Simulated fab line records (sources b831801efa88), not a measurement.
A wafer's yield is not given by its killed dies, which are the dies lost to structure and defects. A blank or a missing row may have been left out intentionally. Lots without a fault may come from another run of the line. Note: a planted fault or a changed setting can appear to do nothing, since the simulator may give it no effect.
Which of the tools did it?	flow gf180mcu	14 lots, 42 wafers sampled, at 5 steps of a route of 602

WHAT EACH GAUGE READ, for each wafer
GF_VT_IMPLANT_OVL_MEAS_07.
lot	measured	on	VT_IMPLANT_OVL (nm)
L261	day 5 15:34	overlay-01	-2.9 -2.6 -2.9
L262	day 5 20:56	overlay-02	-0.9 -0.5 -1.5
L263	day 6 07:19	overlay-01	-1.4 -0.5 -0.4
L264	day 6 11:18	overlay-01	2.4 2.2 1.6
L265	day 6 18:13	overlay-01	1.8 2.2 1.9
L266	day 7 01:10	overlay-02	2.0 2.5 1.6
L269	day 7 16:41	overlay-02	0.0 0.3 0.4
L270	day 8 01:40	overlay-01	1.1 0.6 0.4
L271	day 8 05:01	overlay-02	1.4 1.1 1.5
L277	day 9 17:28	overlay-01	-2.5 -2.7 -2.7
L278	day 10 00:22	overlay-01	0.1 0.1 -0.6
L282	day 11 01:08	overlay-02	2.6 2.3 1.8
L283	day 11 10:11	overlay-02	-0.5 0.6 -0.2
L284	day 11 19:35	overlay-01	1.1 0.8 1.3

GF_VT_IMPLANT_RS_MEAS_47: the measuring method here is four-point-probe.
lot	measured	on	NWELL_RS (ohm/sq)
L261	day 7 13:27	filmMetro-01	487.3 486.2 486.7
L262	day 7 20:49	filmMetro-01	488.4 488.7 487.7
L263	day 8 07:11	filmMetro-04	486.3 488.3 486.3
L264	day 8 11:37	filmMetro-02	487.2 488.4 487.4
L265	day 8 18:16	filmMetro-04	486.6 485.7 484.3
L266	day 9 02:35	filmMetro-04	486.6 486.0 485.6
L269	day 9 19:29	filmMetro-04	486.6 487.2 486.1
L270	day 10 05:04	filmMetro-01	488.0 488.6 487.1
L271	day 10 10:54	filmMetro-01	488.5 487.4 487.7
L277	day 12 01:35	filmMetro-02	488.3 488.0 488.5
L278	day 12 09:40	filmMetro-01	489.0 488.5 488.3
L282	day 13 12:19	filmMetro-02	487.6 489.5 489.0
L283	day 13 23:25	filmMetro-02	489.0 489.9 491.0
L284	day 14 09:09	filmMetro-04	489.4 488.2 488.3

GF_HV_LDD_CD_MEAS_19 targets a cd of 400 nm.
lot	measured	on	cdNm (nm)
L261	day 10 19:22	cdSem-02	401.2 401.5 400.4
L262	day 11 02:32	cdSem-02	396.6 398.9 397.2
L263	day 11 16:58	cdSem-02	401.3 400.2 401.5
L264	day 11 19:19	cdSem-01	404.4 402.6 403.6
L265	day 12 04:39	cdSem-02	400.3 397.3 401.3
L266	day 12 11:58	cdSem-02	401.1 401.8 401.5
L269	day 13 05:43	cdSem-02	395.5 395.7 396.7
L270	day 13 18:00	cdSem-01	401.1 399.0 397.8
L271	day 14 01:11	cdSem-02	395.1 396.7 397.7
L277	day 15 17:55	cdSem-02	399.8 401.9 402.8
L278	day 16 06:59	cdSem-02	400.8 401.1 403.4
L282	day 17 14:20	cdSem-02	402.8 402.4 401.4
L283	day 18 04:11	cdSem-02	398.3 396.6 396.8
L284	day 18 13:43	cdSem-01	395.0 395.0 393.9

WHICH TOOL RAN EACH LOT (tool, then ch and the chambers of the sampled wafers, then the start)
lot	GF_DNWELL_COAT_02	GF_DNWELL_STRIP_08
L261	lithoTrack-01 ch 0, day 2 11:05	plasmaAsher-03 ch 0,1, day 2 17:53
L262	lithoTrack-01 ch 0, day 2 17:25	plasmaAsher-04 ch 0,1, day 2 23:43
L263	lithoTrack-02 ch 0, day 3 00:56	plasmaAsher-01 ch 0,1, day 3 08:04
L264	lithoTrack-01 ch 0, day 3 04:08	plasmaAsher-01 ch 0,1, day 3 10:48
L265	lithoTrack-01 ch 0, day 3 09:11	plasmaAsher-01 ch 0,1, day 3 16:04
L266	lithoTrack-01 ch 0, day 3 15:13	plasmaAsher-03 ch 0,1, day 3 22:34
L269	lithoTrack-02 ch 0, day 4 05:08	plasmaAsher-01 ch 0,1, day 4 13:01
L270	lithoTrack-03 ch 0, day 4 12:02	plasmaAsher-04 ch 0,1, day 4 19:35
L271	lithoTrack-01 ch 0, day 4 16:49	plasmaAsher-04 ch 0,1, day 4 23:40
L277	lithoTrack-01 ch 0, day 6 00:07	plasmaAsher-01 ch 0,1, day 6 06:56
L278	lithoTrack-01 ch 0, day 6 04:35	plasmaAsher-04 ch 0,1, day 6 11:55
L282	lithoTrack-03 ch 0, day 7 01:41	plasmaAsher-03 ch 0,1, day 7 10:23
L283	lithoTrack-02 ch 0, day 7 09:33	plasmaAsher-04 ch 0,1, day 7 17:29
L284	lithoTrack-03 ch 0, day 7 18:14	plasmaAsher-04 ch 1, day 8 02:43
- GF_DNWELL_COAT_02: resist thk 3000 nm.
- GF_DNWELL_STRIP_08: strips in O2/N2.

AS READ BY THE TOOLS THEMSELVES (means over the sampled wafers that have a number; for cases with no such wafer, the mark the record gives instead)
GF_DNWELL_COAT_02.
lot	tool	exhaustPa (Pa)
L261	lithoTrack-01	44.3
L262	lithoTrack-01	45.2
L263	lithoTrack-02	45.2
L264	lithoTrack-01	45.1
L265	lithoTrack-01	43.7
L266	lithoTrack-01	44.7
L269	lithoTrack-02	44.9
L270	lithoTrack-03	44.6
L271	lithoTrack-01	42.8
L277	lithoTrack-01	46.2
L278	lithoTrack-01	46.0
L282	lithoTrack-03	44.7
L283	lithoTrack-02	44.6
L284	lithoTrack-03	43.8

GF_DNWELL_STRIP_08.
lot	tool	drypumpMotorCurrentA (A)	heaterPowerW (W)	oesProductAu (a.u.)	stripTimeToEndpointS (s)
L261	plasmaAsher-03	6.1	321	0.720	36.99
L262	plasmaAsher-04	5.3	416	0.725	37.05
L263	plasmaAsher-01	5.4	340	0.722	37.01
L264	plasmaAsher-01	5.4	339	0.726	37.18
L265	plasmaAsher-01	5.3	336	0.727	37.22
L266	plasmaAsher-03	5.9	317	0.723	36.95
L269	plasmaAsher-01	5.6	347	0.724	37.06
L270	plasmaAsher-04	5.5	357	0.718	36.90
L271	plasmaAsher-04	5.5	359	0.722	36.94
L277	plasmaAsher-01	5.5	338	0.726	37.84
L278	plasmaAsher-04	5.3	412	0.720	37.90
L282	plasmaAsher-03	5.8	320	0.718	37.14
L283	plasmaAsher-04	5.4	356	0.721	37.00
L284	plasmaAsher-04	5.1	453	0.722	37.11

THE ANSWER, worked out from the rows above alone
Rule: the lots themselves supply what counts as usual. Put in order of their means at a reading, lots are off if they are a third of the lots or fewer, leave a main group of 4 or more, and stand apart from it by a gap of 3 or more times the standard deviation of the main group's means; of several such gaps the widest counts. If all means in a main group match to the digits the tables above print for the reading, that group is not used. A lot without any number at a reading at which 4 lots or more have one is off too. Where the step has rows for the other lots, those lots are counted as sound. Order of review: gauges by route order, followed by the tools' own readings, for which a lot's mean as printed above is used. At the first step where some lot is off, the reading lying furthest off is the one used; lots without a number count as furthest.
Off, at GF_DNWELL_STRIP_08 on stripTimeToEndpointS: L277, L278. The main group has a mean of 37.05 s with a standard deviation of 0.096.
A tool fits if, at that step or a process step before it, it ran every lot that is off, and no sound lot after the first of them. One candidate fits, namely lithoTrack-01 at GF_DNWELL_COAT_02. Its last sound lot is L271 (day 4 16:49), its first lot that is off L277 (day 6 00:07): a fault that began between those two fits.

WHAT HAD BEEN PUT IN BY THE SIMULATOR
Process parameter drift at GF_DNWELL_COAT_02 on lithoTrack-01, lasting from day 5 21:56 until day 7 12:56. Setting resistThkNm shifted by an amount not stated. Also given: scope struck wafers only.
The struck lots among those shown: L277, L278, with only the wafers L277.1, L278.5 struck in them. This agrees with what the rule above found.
